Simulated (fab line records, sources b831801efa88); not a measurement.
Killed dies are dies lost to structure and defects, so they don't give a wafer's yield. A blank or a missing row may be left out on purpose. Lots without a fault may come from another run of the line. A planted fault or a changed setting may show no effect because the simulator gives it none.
A struck lot beside a sound one | flow sky130 | 19 steps out of a route of 708
Sound: wafers L337.2, L337.3, L337.4. Struck: wafers L323.4, L323.5, L323.6. The cause comes at the end.
At each step with rows: each side's tool, then ch and its chambers, then its first start. Under that, the readings that differ: sound wafers | struck wafers | difference of the means | sigmas: that difference in standard deviations of wafers without a fault.
alike: readings whose means differ by less than 2 such deviations, and words and numbers that are the same on both sides. not compared: withheld readings, readings that some wafer has no value for, bounds like >300 that may hide the same value, and numbers for which the record gives no deviation and whose values overlap.
The two part at a step that has a row with sigmas, a row that says differs or no value, or rows on one side only. Numbers that don't overlap but have no deviation are shown without sigmas and don't part them. A reading that every wafer of one side lacks parts them only if that side has two wafers or more.

first, 1 step without rows for these wafers: SKY_LDD_HVP_IMPLANT_08.
SKY_LDD_HVP_STRIP_09: strips in O2/N2.
  sound on plasma_asher-02 ch 0,1, day 27 18:01; struck on plasma_asher-02 ch 0,1, day 22 17:59
  alike: drypump_motor_current_A, oes_product_au, strip_time_to_endpoint_s
  not compared: rf_hours_counter_h
SKY_LDD_HVP_TW_MEAS_10:
  sound on film_metro-01, day 27 18:08; struck on film_metro-01, day 22 18:05
  alike: LDD_HVP_TW
then, 7 steps without rows for these wafers: SKY_LDD_LDN_DEHYDRATE_00 (time 60 s); SKY_LDD_LDN_HMDS_01 (prime time 60 s); SKY_LDD_LDN_COAT_02 (resist thk 1140 nm); SKY_LDD_LDN_SOFTBAKE_03 (time 60 s); SKY_LDD_LDN_EXPOSE_04 (exposes mask LDNTM, target cd 700 nm); SKY_LDD_LDN_PEB_05; SKY_LDD_LDN_DEVELOP_06 (develop time 60 s).
SKY_LDD_LDN_OVL_MEAS_07:
  sound on overlay-02, day 28 22:56; struck on overlay-01, day 24 00:20
  alike: LDD_LDN_OVL
then, 1 step without rows for these wafers: SKY_LDD_LDN_IMPLANT_08.
SKY_LDD_LDN_IMPLANT_09:
  sound on implanter-03 ch 0, day 28 23:09; struck on implanter-03 ch 0, day 24 00:53
then, 2 steps without rows for these wafers: SKY_LDD_LDN_IMPLANT_10; SKY_LDD_LDN_IMPLANT_11.
SKY_LDD_LDN_STRIP_12: strips in O2/N2.
  sound on plasma_asher-03 ch 0,1, day 28 23:34; struck on plasma_asher-01 ch 0,1, day 24 01:26
  alike: drypump_motor_current_A, oes_product_au, strip_time_to_endpoint_s
  not compared: rf_hours_counter_h
SKY_LDD_LDN_TW_MEAS_13:
  sound on film_metro-04, day 28 23:41; struck on film_metro-02, day 24 01:49
  reading    | sound          | struck         | difference | sigmas
  LDD_LDN_TW | 1457 1460 1455 | 1555 1552 1559 | +98        | +9
then, 1 step without rows for these wafers: SKY_LDD_LDN_CLEAN_14 (cleans in SC1/SC2, time 150 s).
-- the record jumps here: 23 days lie between the struck wafers' starts before and after (it left off in module LDD_LDN and takes up again in module PAD_OPEN, whose first step shown is number 708 of the route) --
SKY_PAD_OPEN_PROBE_99:
  sound on prober-01, day 49 22:27; struck on prober-01, day 46 15:44
  reading                         | sound          | struck         | difference | sigmas
  model.etest.tip_sonos.rs_ohm_sq | 2634 2624 2626 | 2442 2427 2409 | -202       |
  alike: killed_at_M0_to_M3, killed_at_M4_up, killed_at_contacts, killed_at_front_end, killed_at_other, killed_dies, killed_open, killed_short

WHERE THEY PART
Only at SKY_LDD_LDN_TW_MEAS_13, within this record. Later steps at which nothing parts them and some readings are alike: SKY_PAD_OPEN_PROBE_99.

WHY: what the simulator had put in
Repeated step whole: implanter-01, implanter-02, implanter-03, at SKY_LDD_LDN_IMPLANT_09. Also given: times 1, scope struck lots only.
